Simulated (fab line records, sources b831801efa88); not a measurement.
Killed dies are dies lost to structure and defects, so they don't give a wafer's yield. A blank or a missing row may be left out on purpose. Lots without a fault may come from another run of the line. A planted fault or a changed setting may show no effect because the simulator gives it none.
Which tool did it? | flow gf180mcu | 13 lots, 39 wafers sampled, at 3 steps of a route of 602

WHAT THE GAUGES READ, wafer by wafer
GF_V2_THK_MEAS_03.
lot  | measured     | on            | V2_CVD_02_THK (nm)
L650 | day 19 04:08 | film_metro-03 | 838 862 869
L651 | day 19 14:12 | film_metro-02 | 841 851 864
L654 | day 21 02:02 | film_metro-03 | 851 867 869
L655 | day 21 16:29 | film_metro-02 | 830 834 848
L656 | day 21 16:50 | film_metro-02 | 861 857 871
L657 | day 23 00:04 | film_metro-01 | 841 848 848
L661 | day 23 20:37 | film_metro-01 | 859 841 878
L665 | day 25 03:02 | film_metro-02 | 846 836 858
L668 | day 25 10:48 | film_metro-01 | 868 855 863
L669 | day 25 17:24 | film_metro-01 | 841 855 861
L670 | day 25 18:30 | film_metro-01 | 839 851 857
L671 | day 26 03:20 | film_metro-03 | 844 857 870
L673 | day 26 18:10 | film_metro-01 | 858 837 869

WHICH TOOL RAN EACH LOT (tool, then ch and the chambers of the sampled wafers, then the start)
lot  | GF_V1_ETCH_16                      | GF_M2_SPUTTER_03
L650 | rie_diel-02 ch 1,2, day 18 02:08   | pvd_sputter-02, day 18 03:40
L651 | rie_diel-02 ch 0,1,3, day 18 11:35 | pvd_sputter-03, day 18 13:06
L654 | rie_diel-01 ch 0,1,2, day 19 23:15 | pvd_sputter-03, day 20 00:46
L655 | rie_diel-03 ch 0,1,3, day 20 14:02 | pvd_sputter-03, day 20 15:54
L656 | rie_diel-03 ch 0,1, day 20 14:44   | pvd_sputter-02, day 20 16:17
L657 | rie_diel-03 ch 0,1,3, day 21 21:37 | pvd_sputter-04, day 21 23:59
L661 | rie_diel-01 ch 0,2,3, day 22 20:24 | pvd_sputter-02, day 22 22:02
L665 | rie_diel-02 ch 2,3, day 24 03:04   | pvd_sputter-02, day 24 04:35
L668 | rie_diel-03 ch 0,3, day 24 10:31   | pvd_sputter-03, day 24 12:02
L669 | rie_diel-02 ch 0,1,3, day 24 17:12 | pvd_sputter-04, day 24 18:43
L670 | rie_diel-02 ch 0,1, day 24 18:35   | pvd_sputter-02, day 24 20:06
L671 | rie_diel-02 ch 0,1, day 25 03:52   | pvd_sputter-04, day 25 05:23
L673 | rie_diel-02 ch 0,1,2, day 25 19:55 | pvd_sputter-04, day 25 21:26
- GF_V1_ETCH_16: etches BARC in N2/H2.
- GF_M2_SPUTTER_03: material Ti, target thk 10 nm, time 6.7 s.

WHAT THE TOOLS THEMSELVES READ (means of the sampled wafers that have a number; where no wafer has one, the mark that the record gives instead)
GF_V1_ETCH_16.
lot  | tool        | bias_w (W) | drypump_motor_current_A (A) | h2_flow_sccm (sccm) | oes_product_au (a.u.) | throttle_valve_pct (%)
L650 | rie_diel-02 | 99.97      | 5.7                         | 200.1               | 0.855                 | 13.233
L651 | rie_diel-02 | 100.06     | 6.0                         | 200.4               | 0.855                 | 13.225
L654 | rie_diel-01 | 99.76      | 5.8                         | 199.6               | 0.855                 | 13.222
L655 | rie_diel-03 | 99.87      | 5.5                         | 199.9               | 0.856                 | 13.232
L656 | rie_diel-03 | 97.05      | 5.4                         | 200.1               | 0.856                 | 13.221
L657 | rie_diel-03 | 96.60      | 5.5                         | 200.3               | 0.857                 | 13.227
L661 | rie_diel-01 | 99.95      | 5.4                         | 199.8               | 0.853                 | 13.223
L665 | rie_diel-02 | 100.10     | 6.0                         | 199.9               | 0.854                 | 13.224
L668 | rie_diel-03 | 99.93      | 5.5                         | 200.0               | 0.857                 | 13.224
L669 | rie_diel-02 | 100.02     | 6.0                         | 199.7               | 0.856                 | 13.222
L670 | rie_diel-02 | 100.10     | 5.7                         | 200.5               | 0.853                 | 13.228
L671 | rie_diel-02 | 100.24     | 6.1                         | 199.7               | 0.857                 | 13.228
L673 | rie_diel-02 | 100.09     | 5.8                         | 200.0               | 0.854                 | 13.221

GF_M2_SPUTTER_03.
lot  | tool           | throttle_valve_pct (%)
L650 | pvd_sputter-02 | 29.5
L651 | pvd_sputter-03 | 29.8
L654 | pvd_sputter-03 | 30.0
L655 | pvd_sputter-03 | 30.4
L656 | pvd_sputter-02 | 29.3
L657 | pvd_sputter-04 | 29.4
L661 | pvd_sputter-02 | 28.4
L665 | pvd_sputter-02 | 29.4
L668 | pvd_sputter-03 | 30.5
L669 | pvd_sputter-04 | 29.5
L670 | pvd_sputter-02 | 27.8
L671 | pvd_sputter-04 | 29.6
L673 | pvd_sputter-04 | 29.6

THE ANSWER, worked out from the rows above alone
Rule: what is usual is taken from the lots themselves. Put in order of their means at a reading, lots are off if they are a third of the lots or fewer, leave a main group of 4 or more, and stand apart from it by a gap of 3 or more times the standard deviation of the main group's means; of several such gaps the widest counts. A main group whose means are all the same, to the digits that the tables above print for the reading, isn't used. A lot without any number at a reading at which 4 lots or more have one is off too. The other lots that the step has rows for count as sound. The gauges are gone through in route order, then the tools' own readings, and for those a lot's mean is taken as printed above. The first step at which some lot is off is used, and at that step the reading that is off furthest; a lot without a number counts as furthest.
Off: L656, L657, at GF_V1_ETCH_16 (bias_w). The main group: mean 100.01 W, standard deviation 0.12.
A tool fits if, at that step or a process step before it, it ran every lot that is off, and no sound lot after the first of them. None of those tried fits.

WHAT THE SIMULATOR HAD PUT IN
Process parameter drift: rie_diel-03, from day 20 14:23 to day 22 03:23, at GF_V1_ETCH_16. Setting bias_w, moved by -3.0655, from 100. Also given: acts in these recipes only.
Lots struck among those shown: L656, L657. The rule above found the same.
